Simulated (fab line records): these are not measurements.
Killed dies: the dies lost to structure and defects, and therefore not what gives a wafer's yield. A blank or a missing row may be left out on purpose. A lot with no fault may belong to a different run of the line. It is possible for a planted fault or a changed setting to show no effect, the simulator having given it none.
Which of the tools did it? :: flow sky130 :: 13 lots, 39 wafers sampled, at 2 steps of a route of 708

== WHAT THE GAUGES READ, wafer by wafer ==
SKY_SONOS_TUNNEL_CD_MEAS_07: the cd target is 410 nm. Usual: cd-nm 410.1 nm, standard deviation 2.3.
lot: L490
measured: day 11 11:02
on: cd-sem-02
cd-nm (nm): 408.8 410.9 411.6
flag: 

lot: L492
measured: day 11 23:55
on: cd-sem-01
cd-nm (nm): 408.8 406.0 407.0
flag: 

lot: L493
measured: day 12 07:19
on: cd-sem-02
cd-nm (nm): 410.3 411.9 410.5
flag: 

lot: L494
measured: day 12 12:56
on: cd-sem-01
cd-nm (nm): 412.6 413.1 411.6
flag: 

lot: L495
measured: day 13 05:35
on: cd-sem-01
cd-nm (nm): 412.4 410.9 409.8
flag: 

lot: L497
measured: day 13 22:56
on: cd-sem-01
cd-nm (nm): 409.6 410.4 408.5
flag: 

lot: L498
measured: day 14 12:26
on: cd-sem-02
cd-nm (nm): 406.9 407.8 366.7 406.9 407.7 366.6
flag: OFF

lot: L500
measured: day 14 16:38
on: cd-sem-02
cd-nm (nm): 410.8 409.5 409.9
flag: 

lot: L501
measured: day 15 02:21
on: cd-sem-02
cd-nm (nm): 407.9 411.3 410.7
flag: 

lot: L507
measured: day 17 08:08
on: cd-sem-01
cd-nm (nm): 408.5 413.1 411.4
flag: 

lot: L510
measured: day 18 03:03
on: cd-sem-02
cd-nm (nm): 410.9 408.7 413.6
flag: 

lot: L511
measured: day 18 06:14
on: cd-sem-01
cd-nm (nm): 408.5 405.8 406.2
flag: 

lot: L513
measured: day 19 01:40
on: cd-sem-02
cd-nm (nm): 411.5 411.8 413.8
flag: 

== WHAT TOOL EACH LOT RAN ON (gives the tool, then ch and the chambers of the sampled wafers, and finally the start) ==
lot: L490
SKY_SONOS_TUNNEL_DEVELOP_06: litho-track-02 ch 0, day 11 10:53

lot: L492
SKY_SONOS_TUNNEL_DEVELOP_06: litho-track-02 ch 0, day 11 23:46

lot: L493
SKY_SONOS_TUNNEL_DEVELOP_06: litho-track-02 ch 0, day 12 07:10

lot: L494
SKY_SONOS_TUNNEL_DEVELOP_06: litho-track-03 ch 0, day 12 12:48

lot: L495
SKY_SONOS_TUNNEL_DEVELOP_06: litho-track-02 ch 0, day 13 05:26

lot: L497
SKY_SONOS_TUNNEL_DEVELOP_06: litho-track-02 ch 0, day 13 22:47

lot: L498
SKY_SONOS_TUNNEL_DEVELOP_06: litho-track-02 ch 0, day 14 12:17

lot: L500
SKY_SONOS_TUNNEL_DEVELOP_06: litho-track-01 ch 0, day 14 16:29

lot: L501
SKY_SONOS_TUNNEL_DEVELOP_06: litho-track-01 ch 0, day 15 02:13

lot: L507
SKY_SONOS_TUNNEL_DEVELOP_06: litho-track-01 ch 0, day 17 07:59

lot: L510
SKY_SONOS_TUNNEL_DEVELOP_06: litho-track-01 ch 0, day 18 02:55

lot: L511
SKY_SONOS_TUNNEL_DEVELOP_06: litho-track-01 ch 0, day 18 06:07

lot: L513
SKY_SONOS_TUNNEL_DEVELOP_06: litho-track-02 ch 0, day 19 01:31
- SKY_SONOS_TUNNEL_DEVELOP_06: develop time 60 s.

== AS READ BY THE TOOLS THEMSELVES (means over the sampled wafers that have a number; for cases with no such wafer, the mark the record gives instead) ==
The record holds no such reading with a usual standard deviation.

== THE ANSWER, worked out from the rows above alone ==
Rule: a lot is off if the mean of its wafers that have a number lies more than 3 standard deviations from the usual mean. A lot without any number at a reading at which 4 lots or more have one is off too. Any other lot the step has rows for is counted as sound. Order of review: gauges by route order, followed by the tools' own readings, for which a lot's mean as printed above is used. At the first step where some lot is off, the reading lying furthest off is the one used; lots without a number count as furthest.
Off: L498 (SKY_SONOS_TUNNEL_CD_MEAS_07, cd-nm).
If a tool, at a process step before that reading, ran all the lots that are off and no sound lot after the first of them, it fits. Those tools and the gauges at SKY_SONOS_TUNNEL_CD_MEAS_07 are tried in the same way. No candidate that was tried fits.

== WHAT THE SIMULATOR HAD PUT IN ==
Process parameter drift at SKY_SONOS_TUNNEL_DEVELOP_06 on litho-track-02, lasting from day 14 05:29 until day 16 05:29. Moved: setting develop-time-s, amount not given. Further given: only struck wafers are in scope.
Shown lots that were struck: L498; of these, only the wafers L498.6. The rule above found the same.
